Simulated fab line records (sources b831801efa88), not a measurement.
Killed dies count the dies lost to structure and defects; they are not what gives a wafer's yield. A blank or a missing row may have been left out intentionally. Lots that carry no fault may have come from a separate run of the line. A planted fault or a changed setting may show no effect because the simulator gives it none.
Problem report in the 8D (eight disciplines) form, filled by code | flow sky130 | the parts of the form that need people (team, actions taken, sign-off) are left out

## 1. WHAT WENT WRONG
Mean of overpolishRunS at SKY_CONTACT_CMP_27: 11.788 s across 3 wafers in 2 lots; on wafers with no fault it is 15.000 s (standard deviation 0.0097). That is -99 or more standard deviations from the usual mean.
The step: polishes, stops on SiO2, t overpolish 15 s, target thk 0 nm.
First seen on wafer L672.4, day 33 23:49, on cmp-01. The record holds 39 wafers of 13 lots with a number at this step. By rule, "out" or "out of limits" means more than 4 standard deviations away from the usual mean. The rest of the wafers with a number are treated as sound.

## 2. WHAT IT IS, AND WHAT IT ISN'T
question                    | is                     | is not
which readings at this step | overpolishRunS         | motorCurrentA, timeToEndpointS
which lots                  | L672, L677             | L667, L668, L669, L671, L681, L682, L686, L687, L688, L689, L690
which wafers of those lots  | L672.4, L677.2, L677.5 | L672.3, L672.6, L677.1
read on which tools         | cmp-01                 | cmp-02
when                        | from day 33 23:49      | up to then (14 sound wafers); but 22 sound wafers of L677, L681, L682, L686, L687, L688, L689, L690 came after

## 3. THE SUSPECTS, EACH WITH WHAT RULES IT OUT
Counting: a tool at a process step up to the reading stays a suspect if it ran every lot that is out. Sound lots after the first of them don't rule it out here, since some wafers of a struck lot are sound.
- cmp-01 at SKY_CONTACT_CMP_27 (polishes, stops on SiO2, t overpolish 15 s, target thk 0 nm): kept. It processed each lot that is out (first: L672, day 33 23:49); up to then, its last sound lot is L669 (day 32 10:37). Its own overpolishRunS readings are out on those wafers.
- At SKY_CONTACT_CMP_27, inside cmp-01: chamber 2 took the wafers that are out, while their sound lot-mates went through chambers 0, 1, 3.
After counting, what remains is cmp-01 at SKY_CONTACT_CMP_27.

## 4. THE CAUSE (what the simulator had put in)
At SKY_CONTACT_CMP_27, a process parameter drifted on cmp-01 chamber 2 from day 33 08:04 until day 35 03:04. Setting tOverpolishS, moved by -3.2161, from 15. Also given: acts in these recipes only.
Only this tool survived the counting.

## 5. THE CHAIN OF EFFECTS, in route order
Each row: a reading where the mean over the struck wafers with a number is more than 3 standard deviations away from the usual. Scope: only readings with a usual standard deviation given in the record; hours: median across lots of the time from each lot's start at the first step in this table that gives one to its start at this step; sigmas: change in usual standard deviations.
hours | step               | reading        | usual    | on struck wafers | change | sigmas
0     | SKY_CONTACT_CMP_27 | overpolishRunS | 15.000 s | 11.788           | -3.212 | -99 or more
It contains these process steps:
- SKY_CONTACT_CMP_27: polishes, stops on SiO2, t overpolish 15 s, target thk 0 nm.
Later steps that measure or inspect, where all struck wafers having a row at the step show a number for every such reading and not one has moved that far: SKY_METAL2_CD_MEAS_15.

## 6. HOW IT WOULD HAVE BEEN CAUGHT EARLIER
In this record no reading fell out of limits until day 33 23:49, 16 hours after the fault had begun at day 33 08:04.
